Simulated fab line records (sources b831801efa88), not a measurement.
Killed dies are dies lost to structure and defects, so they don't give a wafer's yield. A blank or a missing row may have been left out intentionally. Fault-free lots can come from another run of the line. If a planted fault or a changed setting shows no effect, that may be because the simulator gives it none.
The tool behind it: which one? + flow gf180mcu + 33 wafers from 11 lots sampled at 5 of the route's 602 steps

## WHAT THE GAUGES SHOWED, per wafer
GF_V2_THK_MEAS_01.
| lot  | measured     | on           | V2_CVD_00_THK (nm) |
|------|--------------|--------------|--------------------|
| L504 | day 18 12:23 | filmMetro-04 | 579 573 574        |
| L505 | day 18 19:50 | filmMetro-04 | 568 562 563        |
| L508 | day 20 09:28 | filmMetro-02 | 573 574 569        |
| L511 | day 21 19:17 | filmMetro-02 | 574 571 569        |
| L513 | day 22 01:23 | filmMetro-02 | 571 573 580        |
| L514 | day 22 03:59 | filmMetro-04 | 568 563 562        |
| L517 | day 23 19:20 | filmMetro-03 | 567 569 568        |
| L519 | day 24 07:07 | filmMetro-02 | 572 574 563        |

## TOOL THAT RAN EACH LOT (tool first, then ch and the chambers of the sampled wafers, then the start)
| lot  | GF_V1_CMP_04                  | GF_V1_SPUTTER_22            | GF_M2_METAL_ETCH_16              | GF_M2_STRIP_17                      |
|------|-------------------------------|-----------------------------|----------------------------------|-------------------------------------|
| L504 | cmp-02 ch 0,1,3, day 16 11:28 | pvdSputter-03, day 17 11:05 | rieMetal-03 ch 0,1, day 18 11:39 | plasmaAsher-01 ch 0,1, day 18 11:46 |
| L505 | cmp-01 ch 0,3, day 16 18:30   | pvdSputter-01, day 17 17:45 | rieMetal-02 ch 0,1, day 18 19:06 | plasmaAsher-01 ch 0,1, day 18 19:13 |
| L508 | cmp-01 ch 0,1,3, day 18 09:34 | pvdSputter-01, day 19 10:33 | rieMetal-01 ch 0, day 20 08:44   | plasmaAsher-03 ch 0,1, day 20 08:52 |
| L511 | cmp-01 ch 0,1, day 19 18:05   | pvdSputter-02, day 20 17:02 | rieMetal-03 ch 1, day 21 18:22   | plasmaAsher-03 ch 0,1, day 21 18:35 |
| L513 | cmp-01 ch 0,2,3, day 19 22:32 | pvdSputter-03, day 20 22:46 | rieMetal-03 ch 1, day 22 00:32   | plasmaAsher-03 ch 0,1, day 22 00:47 |
| L514 | cmp-02 ch 1,2,3, day 20 01:33 | pvdSputter-01, day 21 01:49 | rieMetal-02 ch 0,1, day 22 03:14 | plasmaAsher-04 ch 0,1, day 22 03:22 |
| L517 | cmp-02 ch 0,1, day 21 16:50   | pvdSputter-01, day 22 18:21 | rieMetal-01 ch 0,1, day 23 18:32 | plasmaAsher-04 ch 0,1, day 23 18:40 |
| L519 | cmp-02 ch 0,1,3, day 22 05:08 | pvdSputter-02, day 23 06:18 | rieMetal-02 ch 0,1, day 24 06:22 | plasmaAsher-01 ch 0,1, day 24 06:30 |
| L525 | cmp-02 ch 1,2,3, day 24 02:37 | pvdSputter-02, day 25 02:22 | rieMetal-02 ch 0,1, day 26 01:22 | plasmaAsher-04 ch 0,1, day 26 01:30 |
| L524 | cmp-02 ch 0,2, day 24 04:33   | pvdSputter-01, day 25 04:29 | rieMetal-01 ch 0,1, day 26 02:41 | plasmaAsher-03 ch 0,1, day 26 02:49 |
| L526 | cmp-01 ch 0,1,3, day 24 09:29 | pvdSputter-01, day 25 09:47 | rieMetal-01 ch 0,1, day 26 08:32 | plasmaAsher-01 ch 0,1, day 26 08:40 |
- GF_V1_CMP_04: polishes SiO2.
- GF_V1_SPUTTER_22: material TiN, target thk 10 nm, time 40 s.
- GF_M2_METAL_ETCH_16: etches the open film in Cl2/BCl3, stops on SiO2, target depth 750.8 nm, time 125.1 s.
- GF_M2_STRIP_17: strips in O2/N2.

## AS READ BY THE TOOLS THEMSELVES (means over the sampled wafers that have a number; for cases with no such wafer, the mark the record gives instead)
GF_V1_CMP_04.
| lot  | tool   | motorCurrentA (A) | timeToEndpointS (s) |
|------|--------|-------------------|---------------------|
| L504 | cmp-02 | 13.0              | 75                  |
| L505 | cmp-01 | 12.1              | 81                  |
| L508 | cmp-01 | 12.4              | 79                  |
| L511 | cmp-01 | 12.5              | 77                  |
| L513 | cmp-01 | 12.2              | 74                  |
| L514 | cmp-02 | 12.4              | 74                  |
| L517 | cmp-02 | 13.0              | 79                  |
| L519 | cmp-02 | 13.0              | 79                  |
| L525 | cmp-02 | 12.3              | 77                  |
| L524 | cmp-02 | 13.0              | 77                  |
| L526 | cmp-01 | 12.2              | 78                  |

GF_V1_SPUTTER_22.
| lot  | tool          | throttleValvePct (%) |
|------|---------------|----------------------|
| L504 | pvdSputter-03 | 30.5                 |
| L505 | pvdSputter-01 | 30.5                 |
| L508 | pvdSputter-01 | 31.0                 |
| L511 | pvdSputter-02 | 29.9                 |
| L513 | pvdSputter-03 | 30.9                 |
| L514 | pvdSputter-01 | 30.6                 |
| L517 | pvdSputter-01 | 30.1                 |
| L519 | pvdSputter-02 | 29.7                 |
| L525 | pvdSputter-02 | 29.5                 |
| L524 | pvdSputter-01 | 30.0                 |
| L526 | pvdSputter-01 | 31.1                 |

GF_M2_METAL_ETCH_16.
| lot  | tool        | bcl3FlowSccm (sccm) | biasW (W) | chamberPressureMTorr (mTorr) | drypumpMotorCurrentA (A) | oesProductAu (a.u.) | rfFwdPowerW (W) | throttleValvePct (%) |
|------|-------------|---------------------|-----------|------------------------------|--------------------------|---------------------|-----------------|----------------------|
| L504 | rieMetal-03 | 40.08               | 139.8     | 8.008                        | 5.94                     | 0.991               | 795.6           | 28.239               |
| L505 | rieMetal-02 | 40.04               | 139.7     | 8.006                        | 5.78                     | 0.988               | 796.6           | 28.237               |
| L508 | rieMetal-01 | 40.10               | 139.8     | 8.000                        | 5.94                     | 0.989               | 795.2           | 28.227               |
| L511 | rieMetal-03 | 39.86               | 139.7     | 7.998                        | 5.79                     | 0.989               | 791.9           | 28.222               |
| L513 | rieMetal-03 | 39.92               | 140.2     | 7.994                        | 5.82                     | 0.988               | 795.0           | 28.234               |
| L514 | rieMetal-02 | 40.05               | 140.2     | 8.003                        | 5.77                     | 0.992               | 794.9           | 28.224               |
| L517 | rieMetal-01 | 39.90               | 140.0     | 8.005                        | 5.71                     | 0.994               | 793.0           | 28.226               |
| L519 | rieMetal-02 | 39.86               | 140.3     | 7.999                        | 5.79                     | 0.983               | 798.9           | 28.237               |
| L525 | rieMetal-02 | -                   | -         | -                            | -                        | -                   | -               | -                    |
| L524 | rieMetal-01 | -                   | -         | -                            | -                        | -                   | -               | -                    |
| L526 | rieMetal-01 | -                   | -         | -                            | -                        | -                   | -               | -                    |

GF_M2_STRIP_17.
| lot  | tool           | chamberPressureMTorr (mTorr) | drypumpMotorCurrentA (A) | heaterPowerW (W) | oesProductAu (a.u.) | stripTimeToEndpointS (s) |
|------|----------------|------------------------------|--------------------------|------------------|---------------------|--------------------------|
| L504 | plasmaAsher-01 | 1500.6                       | 5.68                     | 354              | 0.534               | 7.35                     |
| L505 | plasmaAsher-01 | 1500.6                       | 5.59                     | 323              | 0.533               | 7.38                     |
| L508 | plasmaAsher-03 | 1501.3                       | 5.67                     | 313              | 0.541               | 7.35                     |
| L511 | plasmaAsher-03 | 1499.8                       | 5.69                     | 319              | 0.538               | 7.41                     |
| L513 | plasmaAsher-03 | 1501.6                       | 5.92                     | 314              | 0.537               | 7.41                     |
| L514 | plasmaAsher-04 | 1499.8                       | 5.70                     | 329              | 0.535               | 7.39                     |
| L517 | plasmaAsher-04 | 1499.5                       | 5.59                     | 325              | 0.538               | 7.40                     |
| L519 | plasmaAsher-01 | 1500.3                       | 5.68                     | 353              | 0.543               | 7.44                     |
| L525 | plasmaAsher-04 | 1499.9                       | 5.68                     | 329              | 0.654               | 10.18                    |
| L524 | plasmaAsher-03 | 1500.1                       | 5.70                     | 321              | 0.660               | 10.21                    |
| L526 | plasmaAsher-01 | 1500.0                       | 5.71                     | 359              | 0.661               | 10.21                    |

## THE ANSWER, worked out from the rows above alone
Rule: the usual values come from the lots themselves. Put in order of their means at a reading, lots are off if they are a third of the lots or fewer, leave a main group of 4 or more, and stand apart from it by a gap of 3 or more times the standard deviation of the main group's means; of several such gaps the widest counts. A main group whose means are all the same, to the digits that the tables above print for the reading, isn't used. Also off: a lot with no number at a reading for which 4 or more lots have one. The other lots that the step has rows for count as sound. First the gauges in route order, then the tools' own readings, where a lot's mean is used as printed above. At the first step where some lot is off, the reading lying furthest off is the one used; lots without a number count as furthest.
Off, at GF_M2_METAL_ETCH_16 on bcl3FlowSccm: L525, L524, L526. Without a number there: L525, L524, L526. The main group has a mean of 39.98 sccm with a standard deviation of 0.095.
A tool fits if, at that step or a process step before it, it ran every lot that is off, and no sound lot after the first of them. None of those tried fits.

## WHAT THE SIMULATOR PUT IN
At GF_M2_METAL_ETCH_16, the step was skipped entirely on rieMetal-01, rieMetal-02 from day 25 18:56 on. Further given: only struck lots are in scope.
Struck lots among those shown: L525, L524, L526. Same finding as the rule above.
